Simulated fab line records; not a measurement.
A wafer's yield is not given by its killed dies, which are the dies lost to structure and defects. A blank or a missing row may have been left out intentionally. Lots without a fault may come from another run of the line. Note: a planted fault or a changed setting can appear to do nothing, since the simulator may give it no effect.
Which tool is to blame? / flow sky130 / 12 lots with 36 wafers sampled at 2 steps, on a route of 708 steps

## WHAT EACH GAUGE READ, for each wafer
SKY_METAL1_THK_MEAS_06: measures by xrf. Usual: for METAL1_ALCU_THK the level is 254.2 nm and the standard deviation is 2.9.
lot=L297; measured=day 32 12:05; on=filmMetro-02; METAL1_ALCU_THK (nm)=255.7 253.1 256.4; flag=
lot=L300; measured=day 34 05:24; on=filmMetro-01; METAL1_ALCU_THK (nm)=251.6 253.5 253.7; flag=
lot=L302; measured=day 34 14:24; on=filmMetro-04; METAL1_ALCU_THK (nm)=250.1 250.5 250.3; flag=
lot=L301; measured=day 34 15:23; on=filmMetro-04; METAL1_ALCU_THK (nm)=251.2 249.9 252.0; flag=
lot=L305; measured=day 35 09:53; on=filmMetro-02; METAL1_ALCU_THK (nm)=256.5 252.8 259.1; flag=
lot=L304; measured=day 35 13:03; on=filmMetro-01; METAL1_ALCU_THK (nm)=254.0 253.8 254.5; flag=
lot=L306; measured=day 35 16:53; on=filmMetro-02; METAL1_ALCU_THK (nm)=253.4 254.4 255.4; flag=
lot=L307; measured=day 35 22:59; on=filmMetro-04; METAL1_ALCU_THK (nm)=255.7 252.6 254.0; flag=
lot=L308; measured=day 36 19:05; on=filmMetro-04; METAL1_ALCU_THK (nm)=256.0 251.8 254.0; flag=
lot=L314; measured=day 38 00:30; on=filmMetro-01; METAL1_ALCU_THK (nm)=259.4 259.1 257.6; flag=
lot=L315; measured=day 38 06:50; on=filmMetro-01; METAL1_ALCU_THK (nm)=257.4 256.1 257.4; flag=
lot=L316; measured=day 38 20:16; on=filmMetro-04; METAL1_ALCU_THK (nm)=250.7 250.6 247.4; flag=

## WHAT TOOL EACH LOT RAN ON (gives the tool, then ch and the chambers of the sampled wafers, and finally the start)
lot=L297; SKY_SD_N_RTA_14=rtpAnneal-01 ch 0, day 28 18:18
lot=L300; SKY_SD_N_RTA_14=rtpAnneal-02 ch 0, day 30 14:36
lot=L302; SKY_SD_N_RTA_14=rtpAnneal-01 ch 0, day 30 22:55
lot=L301; SKY_SD_N_RTA_14=rtpAnneal-02 ch 0, day 30 23:32
lot=L305; SKY_SD_N_RTA_14=rtpAnneal-02 ch 0, day 31 20:22
lot=L304; SKY_SD_N_RTA_14=rtpAnneal-01 ch 0, day 32 01:58
lot=L306; SKY_SD_N_RTA_14=rtpAnneal-02 ch 0, day 32 03:02
lot=L307; SKY_SD_N_RTA_14=rtpAnneal-01 ch 0, day 32 10:14
lot=L308; SKY_SD_N_RTA_14=rtpAnneal-02 ch 0, day 33 07:49
lot=L314; SKY_SD_N_RTA_14=rtpAnneal-02 ch 0, day 34 12:43
lot=L315; SKY_SD_N_RTA_14=rtpAnneal-01 ch 0, day 34 19:24
lot=L316; SKY_SD_N_RTA_14=rtpAnneal-02 ch 0, day 35 08:19
- SKY_SD_N_RTA_14: time 2 s.

## WHAT THE TOOLS THEMSELVES READ (means of the sampled wafers that have a number; where no wafer has one, the mark that the record gives instead)
SKY_SD_N_RTA_14. Usual: lampPowerPct 15.74 %, standard deviation 0.049; wafer_temp_C_max 1078.1, standard deviation 1.4.
lot=L297; tool=rtpAnneal-01; lampPowerPct (%)=15.74; wafer_temp_C_max=1078.5; flag=
lot=L300; tool=rtpAnneal-02; lampPowerPct (%)=15.77; wafer_temp_C_max=1078.9; flag=
lot=L302; tool=rtpAnneal-01; lampPowerPct (%)=15.71; wafer_temp_C_max=1078.1; flag=
lot=L301; tool=rtpAnneal-02; lampPowerPct (%)=15.71; wafer_temp_C_max=1079.4; flag=
lot=L305; tool=rtpAnneal-02; lampPowerPct (%)=15.73; wafer_temp_C_max=1078.8; flag=
lot=L304; tool=rtpAnneal-01; lampPowerPct (%)=15.74; wafer_temp_C_max=1077.0; flag=
lot=L306; tool=rtpAnneal-02; lampPowerPct (%)=15.73; wafer_temp_C_max=1076.8; flag=
lot=L307; tool=rtpAnneal-01; lampPowerPct (%)=15.72; wafer_temp_C_max=1078.2; flag=
lot=L308; tool=rtpAnneal-02; lampPowerPct (%)=15.74; wafer_temp_C_max=1077.9; flag=
lot=L314; tool=rtpAnneal-02; lampPowerPct (%)=15.73; wafer_temp_C_max=1077.6; flag=
lot=L315; tool=rtpAnneal-01; lampPowerPct (%)=15.77; wafer_temp_C_max=1079.4; flag=
lot=L316; tool=rtpAnneal-02; lampPowerPct (%)=15.76; wafer_temp_C_max=1078.6; flag=

## THE ANSWER, worked out from the rows above alone
Rule: a lot counts as off when the mean over its wafers that have a number is more than 3 standard deviations away from the usual mean. Also off: a lot with no number at a reading for which 4 or more lots have one. All remaining lots with rows at the step are treated as sound. First the gauges in route order, then the tools' own readings, where a lot's mean is used as printed above. The first step at which some lot is off is used, and at that step the reading that is off furthest; a lot without a number counts as furthest.
No lot is off on any of the readings shown, so nothing can be concluded from this.

## WHAT THE SIMULATOR HAD INSERTED
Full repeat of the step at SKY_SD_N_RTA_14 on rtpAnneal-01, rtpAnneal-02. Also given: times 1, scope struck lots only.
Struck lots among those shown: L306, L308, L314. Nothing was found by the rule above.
